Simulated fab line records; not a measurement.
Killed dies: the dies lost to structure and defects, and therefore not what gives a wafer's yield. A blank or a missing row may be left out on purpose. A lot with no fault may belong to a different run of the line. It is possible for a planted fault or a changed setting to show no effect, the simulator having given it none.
Matching of chambers || flow sky130 || SKY_VIA2_CMP_02 on cmp-02 has 4 sister chambers
The step polishes SiO2. 8 wafers are shown with their chamber, then 7 later ones without.

## WAFERS WITH THEIR CHAMBER
{"wafer": "L720.2", "chamber": 2, "motor_current_A (A)": 10.4}
{"wafer": "L721.3", "chamber": 1, "motor_current_A (A)": 14.5}
{"wafer": "L724.3", "chamber": 3, "motor_current_A (A)": 10.3}
{"wafer": "L732.2", "chamber": 1, "motor_current_A (A)": 14.6}
{"wafer": "L732.4", "chamber": 0, "motor_current_A (A)": 13.7}
{"wafer": "L732.5", "chamber": 3, "motor_current_A (A)": 10.1}
{"wafer": "L733.3", "chamber": 0, "motor_current_A (A)": 13.9}
{"wafer": "L733.4", "chamber": 2, "motor_current_A (A)": 11.0}

## WAFERS WHOSE CHAMBER IS MISSING
{"wafer": "L733.5", "motor_current_A (A)": 10.0}
{"wafer": "L735.3", "motor_current_A (A)": 10.1}
{"wafer": "L735.5", "motor_current_A (A)": 10.7}
{"wafer": "L735.6", "motor_current_A (A)": 14.1}
{"wafer": "L739.1", "motor_current_A (A)": 13.4}
{"wafer": "L739.2", "motor_current_A (A)": 10.3}
{"wafer": "L739.4", "motor_current_A (A)": 14.4}

## EACH ONE'S CHAMBER
{"wafer": "L733.5", "from the rows above": 3, "in truth": 3}
{"wafer": "L735.3", "from the rows above": 3, "in truth": 3}
{"wafer": "L735.5", "from the rows above": 2, "in truth": 2}
{"wafer": "L735.6", "from the rows above": "can't be placed: 0 or 1", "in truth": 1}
{"wafer": "L739.1", "from the rows above": 0, "in truth": 0}
{"wafer": "L739.2", "from the rows above": "can't be placed: 3 or 2", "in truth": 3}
{"wafer": "L739.4", "from the rows above": "can't be placed: 1 or 0", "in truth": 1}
Placed correctly: 4 of 7. Can't be placed from these rows: 3 (the true chamber is among the candidates in 3). Wrongly placed: 0.
How it was worked out, from the rows above alone: a wafer's distance from a chamber is the root of the sum, over the readings, of the square of ((its reading less the chamber's mean) divided by the reading's scatter). If the next closest chamber is less than 2 further off than the closest, the wafer can't be placed; otherwise it belongs to the closest. For every chamber, the mean is computed from those of its wafers that are shown. The scatter: the root of (the sum of the squares of (reading less its chamber's mean) over the shown wafers, divided by (wafers less chambers)).
